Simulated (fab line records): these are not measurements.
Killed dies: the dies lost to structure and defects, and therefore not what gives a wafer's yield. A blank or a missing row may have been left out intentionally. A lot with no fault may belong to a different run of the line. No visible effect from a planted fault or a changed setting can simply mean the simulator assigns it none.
Which tool did it? | flow sky130 | 39 wafers from 13 lots sampled at 4 of the route's 708 steps

WHAT THE GAUGES SHOWED, per wafer
SKY_LOCAL_INTERCONNECT_RS_MEAS_01: measures by four-point-probe. Usual: LOCAL_INTERCONNECT_TIN_RS gives 14.14 ohm/sq (standard deviation 0.19).
lot  | measured     | on            | LOCAL_INTERCONNECT_TIN_RS (ohm/sq) | flag
L662 | day 29 14:58 | film-metro-03 | 14.23 14.13 13.97                  |
L661 | day 29 17:33 | film-metro-01 | 14.20 14.27 14.25                  |
L668 | day 31 16:10 | film-metro-01 | 13.92 14.12 14.04                  |
L669 | day 32 01:53 | film-metro-01 | 14.16 14.13 14.01                  |
L672 | day 32 19:47 | film-metro-03 | 14.11 14.04 14.24                  |
L673 | day 33 09:20 | film-metro-03 | 13.62 13.77 13.83                  |
L675 | day 34 06:01 | film-metro-01 | 14.50 14.36 14.50                  |
L679 | day 34 20:08 | film-metro-03 | 14.40 14.22 14.28                  |
L680 | day 35 05:52 | film-metro-01 | 13.95 13.92 14.04                  |
L681 | day 35 11:46 | film-metro-03 | 14.16 14.25 14.09                  |
L682 | day 35 15:29 | film-metro-04 | 14.27 14.12 14.16                  |
L683 | day 35 21:16 | film-metro-03 | 14.06 14.27 14.14                  |
L684 | day 36 07:53 | film-metro-04 | 14.06 14.10 14.20                  |

WHICH TOOL RAN EACH LOT (tool, then ch and the chambers of the sampled wafers, then the start)
lot  | SKY_LI_CONTACT_CMP_02         | SKY_LI_CONTACT_SPUTTER_19    | SKY_LI_CONTACT_SPUTTER_20
L662 | cmp-01 ch 0,3, day 28 09:48   | pvd-sputter-02, day 29 14:08 | pvd-sputter-02, day 29 14:13
L661 | cmp-01 ch 0,3, day 28 11:47   | pvd-sputter-03, day 29 16:38 | pvd-sputter-03, day 29 16:43
L668 | cmp-02 ch 1,2,3, day 30 11:09 | pvd-sputter-01, day 31 15:20 | pvd-sputter-01, day 31 15:25
L669 | cmp-02 ch 1,3, day 30 21:17   | pvd-sputter-03, day 32 01:02 | pvd-sputter-03, day 32 01:07
L672 | cmp-01 ch 0,2,3, day 31 16:41 | pvd-sputter-03, day 32 18:55 | pvd-sputter-03, day 32 18:59
L673 | cmp-02 ch 0,2,3, day 32 05:02 | pvd-sputter-03, day 33 08:31 | pvd-sputter-03, day 33 08:35
L675 | cmp-01 ch 0,1,3, day 33 02:09 | pvd-sputter-03, day 34 05:12 | pvd-sputter-03, day 34 05:17
L679 | cmp-01 ch 1,3, day 33 16:09   | pvd-sputter-01, day 34 19:17 | pvd-sputter-01, day 34 19:22
L680 | cmp-02 ch 0,1,3, day 34 01:29 | pvd-sputter-02, day 35 05:04 | pvd-sputter-02, day 35 05:08
L681 | cmp-01 ch 0,1,2, day 34 08:15 | pvd-sputter-02, day 35 10:55 | pvd-sputter-02, day 35 10:59
L682 | cmp-02 ch 1,2, day 34 12:24   | pvd-sputter-02, day 35 14:38 | pvd-sputter-02, day 35 14:43
L683 | cmp-01 ch 0,1,3, day 34 17:17 | pvd-sputter-02, day 35 20:17 | pvd-sputter-02, day 35 20:22
L684 | cmp-02 ch 0,2,3, day 35 04:29 | pvd-sputter-01, day 36 06:56 | pvd-sputter-01, day 36 07:01
- SKY_LI_CONTACT_CMP_02: polishes PSG.
- SKY_LI_CONTACT_SPUTTER_19: material Ti, target thk 20 nm, time 106.37 s.
- SKY_LI_CONTACT_SPUTTER_20: material TiN, target thk 20 nm, time 80 s.

AS READ BY THE TOOLS THEMSELVES (means over the sampled wafers that have a number; for cases with no such wafer, the mark the record gives instead)
SKY_LI_CONTACT_CMP_02. Usual: head-pressure-psi 3.999 psi, standard deviation 0.0087; motor-current-A 12.0 A, standard deviation 1.5; time-to-endpoint-s 32 s, standard deviation 3.3.
lot  | tool   | head-pressure-psi (psi) | motor-current-A (A) | time-to-endpoint-s (s) | flag
L662 | cmp-01 | 4.004                   | 12.5                | 29                     |
L661 | cmp-01 | 4.002                   | 12.7                | 31                     |
L668 | cmp-02 | 3.997                   | 12.5                | 35                     |
L669 | cmp-02 | 3.999                   | 13.1                | 37                     |
L672 | cmp-01 | 3.992                   | 11.4                | 32                     |
L673 | cmp-02 | 4.002                   | 11.8                | 37                     |
L675 | cmp-01 | 3.996                   | 12.1                | 32                     |
L679 | cmp-01 | 4.005                   | 12.4                | 31                     |
L680 | cmp-02 | 3.992                   | 12.0                | 35                     |
L681 | cmp-01 | 3.997                   | 11.3                | 29                     |
L682 | cmp-02 | 4.007                   | 14.4                | 31                     |
L683 | cmp-01 | 4.002                   | 13.0                | 29                     |
L684 | cmp-02 | 4.008                   | 11.5                | 33                     |

SKY_LI_CONTACT_SPUTTER_19. Usual: chamber-pressure-pa 5.002 Pa, standard deviation 0.0095; throttle-valve-pct 30.0 %, standard deviation 1.2.
lot  | tool           | chamber-pressure-pa (Pa) | throttle-valve-pct (%) | flag
L662 | pvd-sputter-02 | 5.002                    | 30.2                   |
L661 | pvd-sputter-03 | 5.011                    | 29.5                   |
L668 | pvd-sputter-01 | 4.993                    | 29.3                   |
L669 | pvd-sputter-03 | 4.999                    | 30.7                   |
L672 | pvd-sputter-03 | 4.997                    | 30.2                   |
L673 | pvd-sputter-03 | 4.917                    | 31.6                   | OFF
L675 | pvd-sputter-03 | 4.822                    | 31.2                   | OFF
L679 | pvd-sputter-01 | 5.007                    | 29.6                   |
L680 | pvd-sputter-02 | 5.001                    | 29.4                   |
L681 | pvd-sputter-02 | 5.003                    | 29.2                   |
L682 | pvd-sputter-02 | 5.002                    | 30.1                   |
L683 | pvd-sputter-02 | 4.994                    | 30.0                   |
L684 | pvd-sputter-01 | 5.007                    | 29.6                   |

SKY_LI_CONTACT_SPUTTER_20. Usual: chamber-pressure-pa 5.001 Pa, standard deviation 0.0098; throttle-valve-pct 30.0 %, standard deviation 1.2.
lot  | tool           | chamber-pressure-pa (Pa) | throttle-valve-pct (%) | flag
L662 | pvd-sputter-02 | 4.999                    | 30.0                   |
L661 | pvd-sputter-03 | 5.000                    | 29.4                   |
L668 | pvd-sputter-01 | 5.006                    | 29.4                   |
L669 | pvd-sputter-03 | 5.006                    | 30.5                   |
L672 | pvd-sputter-03 | 5.002                    | 30.3                   |
L673 | pvd-sputter-03 | 5.014                    | 31.2                   |
L675 | pvd-sputter-03 | 4.999                    | 30.6                   |
L679 | pvd-sputter-01 | 4.991                    | 29.7                   |
L680 | pvd-sputter-02 | 5.011                    | 29.3                   |
L681 | pvd-sputter-02 | 4.988                    | 29.0                   |
L682 | pvd-sputter-02 | 4.996                    | 30.1                   |
L683 | pvd-sputter-02 | 5.007                    | 29.9                   |
L684 | pvd-sputter-01 | 5.000                    | 29.7                   |

THE ANSWER, worked out from the rows above alone
Rule: a lot counts as off when the mean over its wafers that have a number is more than 3 standard deviations away from the usual mean. A lot without any number at a reading at which 4 lots or more have one is off too. Any other lot the step has rows for is counted as sound. Order of review: gauges by route order, followed by the tools' own readings, for which a lot's mean as printed above is used. At the first step where some lot is off, the reading lying furthest off is the one used; lots without a number count as furthest.
Off, at SKY_LI_CONTACT_SPUTTER_19 on chamber-pressure-pa: L673, L675.
If a tool, at that step or one of the process steps before it, ran each lot that is off and ran no sound lot following the first of them, it fits. One fits: SKY_LI_CONTACT_SPUTTER_19 on pvd-sputter-03. Its last sound lot is L672 (day 32 18:55), its first lot that is off L673 (day 33 08:31): a fault that began between those two fits.
On the lots that are off, the tool's own readings at SKY_LI_CONTACT_SPUTTER_19 differ by more than 5 times the standard deviation of the sound lots' means, which bears it out; chamber-pressure-pa reads 4.870 Pa there versus 5.001 Pa on the sound lots.

WHAT THE SIMULATOR PUT IN
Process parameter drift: pvd-sputter-03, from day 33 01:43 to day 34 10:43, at SKY_LI_CONTACT_SPUTTER_19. Setting chamber-pressure-pa shifted by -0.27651 from 5. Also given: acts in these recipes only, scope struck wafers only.
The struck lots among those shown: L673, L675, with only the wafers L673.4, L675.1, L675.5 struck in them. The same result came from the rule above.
